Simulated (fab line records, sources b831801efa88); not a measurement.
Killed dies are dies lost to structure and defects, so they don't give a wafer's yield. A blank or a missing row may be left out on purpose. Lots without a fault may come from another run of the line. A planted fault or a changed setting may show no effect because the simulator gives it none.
Chamber matching | flow sky130 | SKY_FIELD_ISO_CMP_27 on cmp-01: 4 sister chambers
The step polishes, stops on Si3N4, t overpolish 16 s, target thk 457.8 nm. 4 wafers are shown with their chamber, then 8 later ones without.

WAFERS WITH THEIR CHAMBER
wafer  | chamber | motor_current_A (A)
L594.6 | 2       | 11.2
L597.2 | 3       | 12.3
L597.4 | 1       | 13.2
L598.1 | 0       | 11.4

WAFERS WITHOUT THEIR CHAMBER
wafer  | motor_current_A (A)
L598.2 | 13.1
L598.5 | 11.5
L599.2 | 13.1
L599.3 | 11.7
L599.6 | 11.3
L600.1 | 11.2
L600.2 | 12.7
L600.3 | 12.2

WHICH CHAMBER EACH WENT THROUGH
wafer  | from the rows above          | in truth
L598.2 | 1                            | 1
L598.5 | can't be placed: 0 or 2      | 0
L599.2 | 1                            | 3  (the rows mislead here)
L599.3 | can't be placed: 0 or 2 or 3 | 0
L599.6 | can't be placed: 0 or 2      | 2
L600.1 | can't be placed: 2 or 0      | 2
L600.2 | can't be placed: 3 or 1      | 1
L600.3 | 3                            | 3
Placed correctly: 2 of 8. Can't be placed from these rows: 5 (the true chamber is among the candidates in 5). Placed wrongly: 1.
How it was worked out, from the rows above alone: a wafer's distance from a chamber is the root of the sum, over the readings, of the square of ((its reading less the chamber's mean) divided by the reading's scatter). The wafer belongs to the nearest chamber; if the next one is less than 2 further off, it can't be placed. A chamber's mean is the mean of its shown wafers. The scatter: with one shown wafer a chamber, the root of the mean of the squares of how far each hidden wafer lies from its nearest shown one.
